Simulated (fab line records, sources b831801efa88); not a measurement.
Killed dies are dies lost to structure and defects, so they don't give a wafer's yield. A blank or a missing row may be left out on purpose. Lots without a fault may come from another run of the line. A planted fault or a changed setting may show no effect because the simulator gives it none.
Problem report in the 8D (eight disciplines) form, filled by code | flow sfq_line | the parts of the form that need people (team, actions taken, sign-off) are left out

1. THE PROBLEM
time_to_endpoint_s at SFQ_TRILAYER_I2_CMP_CMP_064 reads a mean of 254 s on 1 wafer of 1 lot; wafers without a fault read 217 s with a standard deviation of 7.5. That is +4.9 standard deviations from the usual mean.
The step: polishes SiO2.
First seen on wafer L377.6, day 40 09:59, on cmp-02. The record holds 39 wafers of 13 lots with a number at this step. Rule for "out", or "out of limits": more than 4 standard deviations from the usual mean. The other wafers with a number count as sound.

2. WHAT IT IS AND WHAT IT IS NOT
question                    | is                 | is not
which readings at this step | time_to_endpoint_s | motor_current_A
which lots                  | L377               | L370, L372, L373, L375, L379, L384, L385, L386, L387, L389, L391, L393
which wafers of those lots  | L377.6             | L377.3, L377.5
read on which tools         | cmp-02             | cmp-01
when                        | from day 40 09:59  | up to then (14 sound wafers); but 24 sound wafers of L379, L384, L385, L386, L387, L389, L391, L393 came after

3. SUSPECTS, AND WHAT RULES EACH OUT
Counting: a tool at a process step up to the reading stays a suspect if it ran every lot that is out. Sound lots after the first of them don't rule it out here, since some wafers of a struck lot are sound.
- cmp-02 at SFQ_TRILAYER_I2_CMP_CMP_064 (polishes SiO2): kept. It ran the lot that is out, L377 (day 40 09:59); its last sound lot up to then is L373 (day 38 12:53). Its own readings are out on those wafers: time_to_endpoint_s.
- Within cmp-02 at SFQ_TRILAYER_I2_CMP_CMP_064: the wafers that are out ran in chamber 2; their sound lot-mates ran in chambers 0, 1.
Left after counting: cmp-02 at SFQ_TRILAYER_I2_CMP_CMP_064.

4. THE CAUSE (what the simulator had put in)
Process parameter drift: cmp-02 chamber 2, from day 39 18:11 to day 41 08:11, at SFQ_TRILAYER_I2_CMP_CMP_064. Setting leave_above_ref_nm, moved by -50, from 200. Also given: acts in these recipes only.
Counting left only this tool.

5. THE CHAIN OF EFFECTS, in route order
Each row: a reading whose mean over the struck wafers that have a number lies more than 3 standard deviations from the usual. Only readings for which the record gives a usual standard deviation are gone through. hours: the time from each lot's start at the first step in this table that gives one to its start at this step, as a median over the lots. sigmas: the change in usual standard deviations.
hours | step                                  | reading            | usual      | on struck wafers | change | sigmas
0     | SFQ_TRILAYER_I2_CMP_CMP_064           | time_to_endpoint_s | 217 s      | 254              | +37    | +4.9
2     | SFQ_TRILAYER_I2_METRO_MEASURE_065     | thk_nm             | 200.4 nm   | 150.8            | -49.6  | -56
5     | SFQ_TRILAYER_I2_VIA_ETCH_VIA_ETCH_070 | oes_product_au     | 0.855 a.u. | 0.731            | -0.124 | -26
The process steps in it:
- SFQ_TRILAYER_I2_CMP_CMP_064: polishes SiO2.
- SFQ_TRILAYER_I2_METRO_MEASURE_065
- SFQ_TRILAYER_I2_VIA_ETCH_VIA_ETCH_070: etches SiO2 in CHF3, stops on Nb, target depth 260 nm.

6. WHAT WOULD HAVE CAUGHT IT SOONER
In this record the first reading out of limits was taken at day 40 09:59, 16 hours after the fault began at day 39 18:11.
